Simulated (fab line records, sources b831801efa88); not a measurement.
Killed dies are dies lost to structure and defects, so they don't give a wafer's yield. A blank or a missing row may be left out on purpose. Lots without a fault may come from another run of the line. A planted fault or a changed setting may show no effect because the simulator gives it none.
Chamber matching | flow gf180mcu | GF_V3_ETCH_16 on rie_diel-03: 4 sister chambers
The step etches BARC in N2/H2. 22 wafers are shown with their chamber, then 11 later ones without.

WAFERS WITH THEIR CHAMBER
wafer  | chamber | drypump_motor_current_A (A) | n2_flow_sccm (sccm) | throttle_valve_pct (%)
L077.4 | 3       | 6.6                         | 99.97               | 13.220
L077.5 | 0       | 5.1                         | 100.08              | 13.218
L077.6 | 3       | 6.7                         | 99.71               | 13.234
L080.3 | 2       | 5.1                         | 99.87               | 13.219
L080.5 | 3       | 6.6                         | 99.87               | 13.222
L080.6 | 2       | 5.1                         | 100.12              | 13.228
L081.1 | 2       | 5.1                         | 99.97               | 13.215
L081.3 | 0       | 5.1                         | 99.74               | 13.217
L081.5 | 0       | 5.1                         | 99.92               | 13.216
L086.1 | 0       | 5.1                         | 99.54               | 13.231
L086.3 | 3       | 6.6                         | 100.07              | 13.226
L086.4 | 1       | 5.1                         | 99.97               | 13.225
L088.2 | 3       | 6.7                         | 99.57               | 13.226
L088.5 | 1       | 5.1                         | 100.26              | 13.229
L088.6 | 0       | 5.1                         | 99.74               | 13.229
L090.2 | 2       | 5.1                         | 100.21              | 13.204
L090.3 | 0       | 5.1                         | 100.04              | 13.228
L090.5 | 2       | 5.1                         | 100.15              | 13.241
L091.1 | 1       | 5.1                         | 99.72               | 13.230
L091.2 | 3       | 6.6                         | 100.26              | 13.235
L091.4 | 2       | 5.1                         | 100.30              | 13.214
L093.4 | 1       | 5.1                         | 99.86               | 13.226

SIGNATURES (means of the wafers above)
reading                 | chamber 0 | chamber 1 | chamber 2 | chamber 3 | scatter within a chamber
drypump_motor_current_A | 5.100     | 5.100     | 5.100     | 6.633     | 0.0272
n2_flow_sccm            | 99.8433   | 99.9525   | 100.1033  | 99.9083   | 0.211
throttle_valve_pct      | 13.22317  | 13.22750  | 13.22017  | 13.22717  | 0.00838
Rule: a wafer's distance from a chamber is the root of the sum, over the readings, of the square of ((its reading less the chamber's mean) divided by the reading's scatter). The wafer belongs to the nearest chamber; if the next one is less than 2 further off, it can't be placed. The scatter: the root of (the sum of the squares of (reading less its chamber's mean) over the shown wafers, divided by (wafers less chambers)).

WAFERS WITHOUT THEIR CHAMBER
wafer  | drypump_motor_current_A (A) | n2_flow_sccm (sccm) | throttle_valve_pct (%)
L093.5 | 5.1                         | 99.96               | 13.213
L093.6 | 6.6                         | 100.07              | 13.223
L094.2 | 5.0                         | 100.20              | 13.233
L094.3 | 6.6                         | 99.95               | 13.208
L094.4 | 5.1                         | 99.71               | 13.221
L095.2 | 5.1                         | 99.94               | 13.231
L095.4 | 5.1                         | 99.57               | 13.219
L095.5 | 6.6                         | 100.44              | 13.228
L096.2 | 5.0                         | 99.92               | 13.228
L096.3 | 6.6                         | 100.39              | 13.235
L096.5 | 5.1                         | 100.42              | 13.220

WHICH CHAMBER EACH WENT THROUGH
wafer  | from the rows above          | in truth
L093.5 | can't be placed: 2 or 0 or 1 | 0
L093.6 | 3                            | 3
L094.2 | can't be placed: 1 or 2 or 0 | 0
L094.3 | 3                            | 3
L094.4 | can't be placed: 0 or 1 or 2 | 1
L095.2 | can't be placed: 1 or 0 or 2 | 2
L095.4 | can't be placed: 0 or 1 or 2 | 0
L095.5 | 3                            | 3
L096.2 | can't be placed: 1 or 0 or 2 | 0
L096.3 | 3                            | 3
L096.5 | can't be placed: 2 or 1 or 0 | 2
Placed correctly: 4 of 11. Can't be placed from these rows: 7 (the true chamber is among the candidates in 7). Placed wrongly: 0.
